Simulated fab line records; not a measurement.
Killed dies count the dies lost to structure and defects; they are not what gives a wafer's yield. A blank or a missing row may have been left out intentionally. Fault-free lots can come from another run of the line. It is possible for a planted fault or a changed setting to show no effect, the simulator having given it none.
fab line records + flow sky130
[record]
- lots = 6
- wafers = 18
- lastDay = 50
route steps=708 shown POLY_GATE@230 LDD_N@237
lots untouched by any fault: they come from a run of this same line in which no faults occurred
startH: hours from the record's opening day to when the first of the lot's shown wafers began + waitH: hours since the lot's step before + " as in the row above + L1.1+2: a row that stands for several wafers + - either no value or no given start + * or withheld: withheld + < > ~ a bound
route shown NAME@n: names a module that has steps shown in the file, with the first one's number in the route + usual: mean/standard deviation taken from wafers without a fault + same: alike in all rows + chamber/n: place in a boat + sites: the reading at each site + _std_site: standard deviation across them + _edge_site: outer sites' mean less inner sites' + radiusMm: how far each site lies from the wafer's centre + mask NAME#n: copy n + behind: the tool/chamber that last shaped the wafer + hold: what put the lot on hold/how long, in hours/how the hold closed + device: which transistor (n, p or np) failed to switch + end of line: tests run on the same wafers once the route is complete + where a step has no rows: the recipe by itself + killed: not the wafer's yield, but the dies lost to structure and defects at the first sort + map: dies across one wafer; x = killed, . = not, _ = none there
set.NAME: the setting that was run; set.NAME@STEP: the one run at that earlier step + model.NAME: the simulator's own value behind a step, which no gauge read
lots at some steps of the route; a table a step, a row a wafer
services: the hour from which a tool's chamber was out of use, counted from the record's first day as startH (under 0 if before that day), plus the number of hours and why
[[steps]]
[step SKY_POLY_GATE_ETCH_16]
[recipe]
- stopOn = poly-Si
- chemistry = CH3F/O2
- target = Si3N4
- sourceW = 400
- biasW = 80
- pressureMtorr = 25
- ch3fFlowSccm = 40
- O2_flow_sccm = 30
- timeS = 147.5
- targetDepthA = 750
[usual]
- O2_flow_sccm = 30.02/0.097
- drypumpMotorCurrentA = 5.8/0.42
- oesProductAu = 0.640/0.0053
- throttleValvePct = 10.534/0.0096
| lot.wafer | tool       | chamber | startH | waitH | O2_flow_sccm | drypumpMotorCurrentA | oesProductAu | rfHoursCounterH | throttleValvePct |
|-----------|------------|---------|--------|-------|--------------|----------------------|--------------|-----------------|------------------|
| L184.1    | rieDiel-03 | 0       | 415.49 | 0.0   | 30.12        | 5.0                  | 0.647        | 3               | 10.533           |
| L184.4    | "          | 3       | "      | "     | 30.10        | 6.0                  | 0.645        | 36              | 10.531           |
| L184.6    | "          | 3       | "      | "     | 30.08        | 6.0                  | 0.647        | -               | 10.543           |
| L186.1    | rieDiel-01 | 3       | 430.32 | 0.0   | 29.99        | 6.4                  | 0.636        | 6               | 10.548           |
| L186.5    | "          | 2       | "      | "     | 30.02        | 5.6                  | 0.636        | -               | 10.531           |
| L186.6    | "          | 1       | "      | "     | 30.20        | 6.0                  | 0.641        | -               | 10.533           |
| L194.1    | rieDiel-04 | 1       | 496.10 | 0.0   | 29.83        | 5.2                  | 0.647        | 77              | 10.542           |
| L194.2    | "          | 3       | "      | "     | 29.86        | 6.0                  | 0.644        | 10              | 10.553           |
| L194.5    | "          | 0       | "      | "     | 30.03        | 5.7                  | 0.642        | -               | 10.527           |
| L195.1    | rieDiel-04 | 2       | 504.60 | 0.0   | 30.16        | 5.4                  | 0.633        | 3               | 10.527           |
| L195.5    | "          | 1       | "      | "     | 30.13        | 5.2                  | 0.632        | -               | 10.527           |
| L195.6    | "          | 0       | "      | "     | 29.92        | 5.6                  | 0.634        | -               | 10.535           |
| L197.2    | rieDiel-01 | 3       | 520.48 | 0.0   | 29.93        | 6.4                  | 0.649        | 8               | 10.529           |
| L197.3    | "          | 2       | "      | "     | 29.88        | 5.6                  | 0.643        | 0               | 10.547           |
| L197.5    | "          | 0       | "      | "     | 30.09        | 5.8                  | 0.637        | -               | 10.535           |
| L202.1    | rieDiel-03 | 0       | 564.98 | 0.0   | 30.09        | 5.0                  | 0.644        | 5               | 10.543           |
| L202.5    | "          | 0       | "      | "     | 30.00        | 5.0                  | 0.646        | -               | 10.535           |
| L202.6    | "          | 1       | "      | "     | 29.91        | 6.2                  | 0.637        | -               | 10.533           |
[step SKY_POLY_GATE_ETCH_17]
[recipe]
- targetDepthNm = 180
- stopOn = SiO2
- overEtchFrac = 0.56667
- chemistry = HBr/Cl2
- target = poly-Si
- icpW = 400
- biasW = 100
- pressureMtorr = 10
- HBr_flow_sccm = 150
- Cl2_flow_sccm = 50
- timeS = 70.5
[usual]
- drypumpMotorCurrentA = 5.8/0.43
- oesProductAu = 0.986/0.007
- throttleValvePct = 33.684/0.0088
| lot.wafer | tool     | chamber | startH | waitH | drypumpMotorCurrentA | oesProductAu | rfHoursCounterH | throttleValvePct |
|-----------|----------|---------|--------|-------|----------------------|--------------|-----------------|------------------|
| L184.1    | rieSi-01 | 0       | 415.58 | 0.0   | 6.3                  | 0.983        | 2               | 33.671           |
| L184.4    | "        | 1       | "      | "     | 5.9                  | 0.977        | 1               | 33.672           |
| L184.6    | "        | 1       | "      | "     | 5.9                  | 0.975        | -               | 33.683           |
| L186.1    | rieSi-01 | 2       | 430.42 | 0.0   | 5.9                  | 0.980        | 2               | 33.690           |
| L186.5    | "        | 1       | "      | "     | 5.9                  | 0.975        | -               | 33.684           |
| L186.6    | "        | 0       | "      | "     | 6.4                  | 0.979        | -               | 33.695           |
| L194.1    | rieSi-01 | 1       | 496.20 | 0.0   | 5.8                  | 0.989        | 1               | 33.696           |
| L194.2    | "        | 3       | "      | "     | 5.9                  | 0.983        | 4               | 33.700           |
| L194.5    | "        | 3       | "      | "     | 5.9                  | 0.985        | -               | 33.678           |
| L195.1    | rieSi-02 | 2       | 504.70 | 0.0   | 5.1                  | 0.996        | 4               | 33.677           |
| L195.5    | "        | 0       | "      | "     | 5.1                  | 0.988        | -               | 33.680           |
| L195.6    | "        | 3       | "      | "     | 6.3                  | 0.993        | -               | 33.692           |
| L197.2    | rieSi-02 | 1       | 520.58 | 0.0   | 5.8                  | 0.983        | 1               | 33.684           |
| L197.3    | "        | 3       | "      | "     | 6.3                  | 0.985        | 6               | 33.680           |
| L197.5    | "        | 3       | "      | "     | 6.3                  | 0.978        | -               | 33.677           |
| L202.1    | rieSi-01 | 3       | 565.08 | 0.0   | 5.9                  | 0.974        | 4               | 33.674           |
| L202.5    | "        | 2       | "      | "     | 5.9                  | 0.984        | -               | 33.686           |
| L202.6    | "        | 3       | "      | "     | 5.8                  | 0.978        | -               | 33.685           |
[step SKY_POLY_GATE_STRIP_18]
[recipe]
- chemistry = O2/N2
- powerW = 1400
- pressureMtorr = 1500
- platenTempC = withheld
- o2FlowSccm = 3000
- n2FlowSccm = 300
- overashFraction = 0.5
[usual]
- drypumpMotorCurrentA = 5.7/0.59
- oesProductAu = 0.361/0.0048
- stripTimeToEndpointS = 3.18/0.034
| lot.wafer | tool           | chamber | startH | waitH | drypumpMotorCurrentA | oesProductAu | rfHoursCounterH | stripTimeToEndpointS |
|-----------|----------------|---------|--------|-------|----------------------|--------------|-----------------|----------------------|
| L184.1    | plasmaAsher-04 | 0       | 415.64 | 0.0   | 4.8                  | 0.357        | 32              | 3.18                 |
| L184.4    | "              | 1       | "      | "     | 6.2                  | 0.357        | -               | 3.17                 |
| L184.6    | "              | 1       | "      | "     | 6.2                  | 0.361        | -               | 3.15                 |
| L186.1    | plasmaAsher-04 | 1       | 430.48 | 0.0   | 6.2                  | 0.350        | 34              | 3.20                 |
| L186.5    | "              | 1       | "      | "     | 6.2                  | 0.366        | -               | 3.23                 |
| L186.6    | "              | 0       | "      | "     | 4.9                  | 0.361        | -               | 3.25                 |
| L194.1    | plasmaAsher-02 | 0       | 496.25 | 0.0   | 6.0                  | 0.351        | 81              | 3.16                 |
| L194.2    | "              | 1       | "      | "     | 5.8                  | 0.359        | 81              | 3.20                 |
| L194.5    | "              | 0       | "      | "     | 6.0                  | 0.360        | -               | 3.25                 |
| L195.1    | plasmaAsher-04 | 1       | 504.75 | 0.0   | 6.2                  | 0.362        | 42              | 3.17                 |
| L195.5    | "              | 0       | "      | "     | 4.9                  | 0.354        | -               | 3.20                 |
| L195.6    | "              | 1       | "      | "     | 6.2                  | 0.361        | -               | 3.20                 |
| L197.2    | plasmaAsher-02 | 0       | 520.64 | 0.0   | 6.0                  | 0.363        | 83              | 3.15                 |
| L197.3    | "              | 1       | "      | "     | 5.8                  | 0.363        | -               | 3.25                 |
| L197.5    | "              | 0       | "      | "     | 6.0                  | 0.368        | -               | 3.18                 |
| L202.1    | plasmaAsher-01 | 1       | 565.17 | 0.1   | 6.3                  | 0.366        | 70              | 3.20                 |
| L202.5    | "              | 0       | "      | "     | 5.2                  | 0.358        | -               | 3.19                 |
| L202.6    | "              | 1       | "      | "     | 6.3                  | 0.365        | -               | 3.26                 |
[step SKY_POLY_GATE_CLEAN_19]
[recipe]
- chemistry = SC1/SC2
- mix = 1:4:20
- tempC = 70
- timeS = 150
- dry = n2Spin
[step SKY_POLY_GATE_OXIDATION_20]
[recipe]
- tempC = 850
- ambient = O2
- stabiliseS = 600
- purgeS = 300
- targetThkA = 40
- oxTimeS = 899
[step SKY_POLY_GATE_THK_MEAS_21]
[recipe]
- reads = SiO2_of_POLY_GATE_OXIDATION_20
[usual]
- POLY_GATE_OXIDATION_THK = 3.98/0.083
| lot.wafer | tool         | chamber | startH | waitH | POLY_GATE_OXIDATION_THK[nm] |
|-----------|--------------|---------|--------|-------|-----------------------------|
| L184.1    | filmMetro-02 | -       | 417.29 | 0.0   | 4.10                        |
| L184.4    | "            | -       | "      | "     | 4.04                        |
| L184.6    | "            | -       | "      | "     | 4.04                        |
| L186.1    | filmMetro-02 | -       | 436.20 | 0.0   | 3.88                        |
| L186.5    | "            | -       | "      | "     | 3.88                        |
| L186.6    | "            | -       | "      | "     | 3.97                        |
| L194.1    | filmMetro-02 | -       | 497.66 | 0.0   | 3.92                        |
| L194.2    | "            | -       | "      | "     | 3.88                        |
| L194.5    | "            | -       | "      | "     | 3.97                        |
| L195.1    | filmMetro-03 | -       | 506.15 | 0.0   | 4.04                        |
| L195.5    | "            | -       | "      | "     | 4.07                        |
| L195.6    | "            | -       | "      | "     | 4.05                        |
| L197.2    | filmMetro-03 | -       | 522.05 | 0.0   | 4.01                        |
| L197.3    | "            | -       | "      | "     | 3.98                        |
| L197.5    | "            | -       | "      | "     | 4.04                        |
| L202.1    | filmMetro-02 | -       | 566.57 | 0.0   | 3.80                        |
| L202.5    | "            | -       | "      | "     | 3.83                        |
| L202.6    | "            | -       | "      | "     | 3.83                        |
[step SKY_POLY_GATE_CD_MEAS_22]
[usual]
- cdNm = 150.9/2.2
| lot.wafer | tool     | chamber | startH | waitH | cdNm  |
|-----------|----------|---------|--------|-------|-------|
| L184.1    | cdSem-02 | -       | 417.35 | 0.1   | 155.0 |
| L184.4    | "        | -       | "      | "     | 150.3 |
| L184.6    | "        | -       | "      | "     | 152.0 |
| L186.1    | cdSem-01 | -       | 436.26 | 0.1   | 150.6 |
| L186.5    | "        | -       | "      | "     | 150.7 |
| L186.6    | "        | -       | "      | "     | 152.8 |
| L194.1    | cdSem-02 | -       | 497.72 | 0.1   | 148.4 |
| L194.2    | "        | -       | "      | "     | 150.9 |
| L194.5    | "        | -       | "      | "     | 149.1 |
| L195.1    | cdSem-02 | -       | 506.21 | 0.1   | 152.4 |
| L195.5    | "        | -       | "      | "     | 150.4 |
| L195.6    | "        | -       | "      | "     | 147.2 |
| L197.2    | cdSem-02 | -       | 522.13 | 0.1   | 153.3 |
| L197.3    | "        | -       | "      | "     | 151.2 |
| L197.5    | "        | -       | "      | "     | 153.5 |
| L202.1    | cdSem-02 | -       | 566.63 | 0.1   | 154.3 |
| L202.5    | "        | -       | "      | "     | 152.1 |
| L202.6    | "        | -       | "      | "     | 152.4 |
[step SKY_LDD_N_DEHYDRATE_00]
[recipe]
- tempC = 200
- timeS = 60
[step SKY_LDD_N_HMDS_01]
[recipe]
- primeTimeS = 60
- primeTempC = 120
[step SKY_LDD_N_COAT_02]
[recipe]
- resist = NOVOLAK
- spinRpm = 3000
- resistThkNm = 300
[step SKY_LDD_N_SOFTBAKE_03]
[recipe]
- tempC = 90
- timeS = 60
- resist = NOVOLAK
[step SKY_LDD_N_EXPOSE_04]
[recipe]
- maskId = NTM
- targetCdNm = 840
- na = 0.6
- sourceShape = conventional
- sigmaOuter = 0.6
- doseMj = 110
[step SKY_LDD_N_PEB_05]
[recipe]
- tempC = withheld
- timeS = *
- resist = NOVOLAK
[usual]
- chillPlateTempC = *
- exhaustPa = 44.8/0.92
| lot.wafer | tool          | chamber | startH | waitH | chillPlateTempC | exhaustPa |
|-----------|---------------|---------|--------|-------|-----------------|-----------|
| L184.1    | lithoTrack-03 | -       | 446.28 | -     | -               | -         |
| L184.4    | "             | -       | "      | "     | -               | -         |
| L184.6    | "             | -       | "      | "     | -               | -         |
| L186.1    | lithoTrack-01 | -       | 465.80 | -     | -               | -         |
| L186.5    | "             | -       | "      | "     | -               | -         |
| L186.6    | "             | -       | "      | "     | -               | -         |
| L194.1    | lithoTrack-03 | 0       | 527.08 | -     | *               | 43.2      |
| L194.2    | "             | 0       | "      | "     | *               | 43.1      |
| L194.5    | "             | 0       | "      | "     | *               | 41.5      |
| L195.1    | lithoTrack-03 | 0       | 536.38 | -     | *               | 46.0      |
| L195.5    | "             | 0       | "      | "     | *               | 44.6      |
| L195.6    | "             | 0       | "      | "     | *               | 44.4      |
| L197.2    | lithoTrack-04 | 0       | 552.00 | -     | *               | 45.1      |
| L197.3    | "             | 0       | "      | "     | *               | 45.8      |
| L197.5    | "             | 0       | "      | "     | *               | 45.6      |
| L202.1    | lithoTrack-01 | 0       | 595.25 | -     | *               | 44.8      |
| L202.5    | "             | 0       | "      | "     | *               | 44.2      |
| L202.6    | "             | 0       | "      | "     | *               | 45.8      |
[step SKY_LDD_N_DEVELOP_06]
[recipe]
- developTimeS = 60
- devTempC = 23
[[services]]
| tool           | chamber | startH | hours | kind          |
|----------------|---------|--------|-------|---------------|
| rieDiel-01     | 2       | 397.47 | 9.4   | repair        |
| plasmaAsher-01 | -       | 399.42 | 15.6  | pm            |
| rieSi-02       | 1       | 402.64 | -     | clean         |
| rieSi-02       | 1       | 402.64 | 19.5  | scheduledDown |
| rieSi-02       | 1       | 402.64 | 19.5  | ventCycle     |
| plasmaAsher-02 | -       | 416.96 | 1.8   | repair        |
| plasmaAsher-02 | -       | 431.94 | 6.0   | repair        |
| rieDiel-01     | 2       | 467.66 | 15.8  | repair        |
| rieDiel-01     | 0       | 471.06 | 5.7   | repair        |
| rieDiel-01     | 2       | 485.04 | -     | clean         |
| rieDiel-01     | 2       | 485.04 | 16.0  | scheduledDown |
| rieDiel-01     | 2       | 485.04 | 16.0  | ventCycle     |
| rieDiel-03     | 1       | 492.29 | 4.8   | repair        |
| rieDiel-03     | 2       | 499.18 | 10.0  | repair        |
| rieDiel-01     | 2       | 502.95 | 9.5   | repair        |
| rieDiel-04     | 3       | 503.87 | 4.4   | repair        |
| rieDiel-03     | 0       | 527.25 | 10.3  | repair        |
| rieSi-02       | 0       | 531.23 | 1.7   | repair        |
| rieSi-02       | 2       | 550.65 | 8.5   | repair        |
| rieSi-01       | 1       | 555.58 | 15.2  | repair        |
| rieSi-01       | 0       | 563.86 | 5.1   | repair        |
| rieDiel-04     | 1       | 583.34 | 15.1  | repair        |
| plasmaAsher-02 | -       | 586.94 | 1.7   | repair        |
| rieDiel-03     | -       | 595.10 | 2.8   | pm            |
[[key]]
[firstSign]
- step = SKY_LDD_N_PEB_05
- reading = toolRecord
- direction = missing
effect none on later readings
metAt SKY_LDD_N_PEB_05
struckWafers L184.1,L184.4,L184.6,L186.1,L186.5,L186.6
sortLeftOut L184.1,L184.4,L184.6,L186.1,L186.5,L186.6
testerLeftOut L184,L186
[fault]
- kind = skippedStepWhole
- tool = lithoTrack-01,lithoTrack-03
- chamber = -
- onsetH = 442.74
- steps = SKY_LDD_N_PEB_05
- scope = struckLotsOnly
// testerLeftOut: of these lots the tester's yield and bins aren't shown, on N5 and GAA mostly nor the transistor test; their killed dies are dies lost to structure and defects alone, not to doping, threshold or leakage, so they don't give the yield
// sortLeftOut: the simulated sort isn't trusted on such a fault, so these wafers' sort isn't shown, and their yield isn't known
